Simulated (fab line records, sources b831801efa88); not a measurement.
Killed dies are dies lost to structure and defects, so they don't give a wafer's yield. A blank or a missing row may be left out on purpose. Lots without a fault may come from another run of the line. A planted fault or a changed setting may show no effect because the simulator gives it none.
A struck lot beside a sound one | flow sky130 | 16 steps out of a route of 708
Sound: wafers L589.1, L589.2, L589.3. Struck: wafers L577.1, L577.2, L577.3. The cause comes at the end.
At each step with rows: each side's tool, then ch and its chambers, then its first start. Under that, the readings that differ: sound wafers | struck wafers | difference of the means | sigmas: that difference in standard deviations of wafers without a fault.
alike: readings whose means differ by less than 2 such deviations, and words and numbers that are the same on both sides. not compared: withheld readings, readings that some wafer has no value for, bounds like >300 that may hide the same value, and numbers for which the record gives no deviation and whose values overlap.
The two part at a step that has a row with sigmas, a row that says differs or no value, or rows on one side only. Numbers that don't overlap but have no deviation are shown without sigmas and don't part them. A reading that every wafer of one side lacks parts them only if that side has two wafers or more.

SKY_NWELL_RS_MEAS_29: measures by four-point-probe.
  sound on film_metro-02, day 10 21:53; struck on film_metro-02, day 7 22:53
  alike: NWELL_RS
SKY_NWELL_RS_MEAS_31: measures by four-point-probe.
  sound on film_metro-02, day 10 22:08; struck on film_metro-02, day 7 23:08
  alike: PWDE_RS
then, 7 steps without rows for these wafers: SKY_VT_ADJUST_HVTP_DEHYDRATE_00 (time 60 s); SKY_VT_ADJUST_HVTP_HMDS_01 (prime time 60 s); SKY_VT_ADJUST_HVTP_COAT_02 (resist thk 1140 nm); SKY_VT_ADJUST_HVTP_SOFTBAKE_03 (time 60 s); SKY_VT_ADJUST_HVTP_EXPOSE_04 (exposes mask HVTPM, target cd 380 nm); SKY_VT_ADJUST_HVTP_PEB_05; SKY_VT_ADJUST_HVTP_DEVELOP_06 (develop time 60 s).
SKY_VT_ADJUST_HVTP_CD_MEAS_07: target cd 380 nm.
  sound on cd_sem-01, day 11 20:20; struck on cd_sem-02, day 8 19:32
  alike: cd_nm
SKY_VT_ADJUST_HVTP_OVL_MEAS_08:
  sound on overlay-01, day 11 20:28; struck on overlay-01, day 8 19:39
  alike: VT_ADJUST_HVTP_OVL
SKY_VT_ADJUST_HVTP_IMPLANT_09:
  sound on implanter-04 ch 0, day 11 20:30; struck on implanter-02 ch 0, day 8 20:00
SKY_VT_ADJUST_HVTP_STRIP_10: strips in O2/N2.
  sound on plasma_asher-03 ch 0,1, day 11 20:39; struck on plasma_asher-04 ch 0,1, day 8 20:09
  alike: drypump_motor_current_A, oes_product_au, strip_time_to_endpoint_s
  not compared: rf_hours_counter_h
SKY_VT_ADJUST_HVTP_TW_MEAS_11:
  sound on film_metro-04, day 11 20:45; struck on film_metro-01, day 8 20:15
  reading           | sound          | struck         | difference | sigmas
  VT_ADJUST_HVTP_TW | 1348 1352 1352 | 1678 1664 1666 | +319       | +39
then, 1 step without rows for these wafers: SKY_VT_ADJUST_LVTN_DEHYDRATE_00 (time 60 s).
-- the record jumps here: 40 days lie between the struck wafers' starts before and after (it left off in module VT_ADJUST_LVTN and takes up again in module PAD_OPEN, whose first step shown is number 708 of the route) --
SKY_PAD_OPEN_PROBE_99:
  sound on prober-01, day 50 14:37; struck on prober-01, day 48 10:41
  reading                                 | sound             | struck            | difference | sigmas
  killed_at_M4_up                         | 3 1 1             | 6 6 4             | +4         | +2
  model.etest.tip_p.rs_ohm_sq             | 6934 6874 6945    | 9150 9087 9135    | +2206      |
  model.etest.pfet_01v8.r_on_ohm_um       | 3015 2939 2993    | 3630 3728 3589    | +667       |
  model.etest.tip_p.rs_ohm_sq_range       | 136 128.8 138     | 264.2 218.4 235.6 | +105.1     |
  model.etest.pfet_01v8.drive_ua_um       | 185.4 186.1 184.2 | 125.6 120.6 127.4 | -60.7      |
  model.etest.pfet_01v8_mvt.drive_ua_um   | 144.9 148.1 146.6 | 90.75 88.18 90.69 | -56.66     |
  model.etest.pfet_01v8_hvt.drive_ua_um   | 134.6 139.1 137.4 | 98.15 93.55 99.73 | -39.89     |
  model.etest.sram_pfet_latch.drive_ua_um | 142.7 138.7 138.2 | 98.62 95.54 99.15 | -42.10     |
  model.etest.ring_1v8.delay_ps           | 21.49 21.83 22.3  | 27.84 28.78 27.14 | +6.05      |
  alike: killed_at_M0_to_M3, killed_at_contacts, killed_at_front_end, killed_at_other, killed_dies, killed_open, killed_short

WHERE THEY PART
First at SKY_VT_ADJUST_HVTP_TW_MEAS_11; last, within this record, at SKY_PAD_OPEN_PROBE_99.

WHY: what the simulator had put in
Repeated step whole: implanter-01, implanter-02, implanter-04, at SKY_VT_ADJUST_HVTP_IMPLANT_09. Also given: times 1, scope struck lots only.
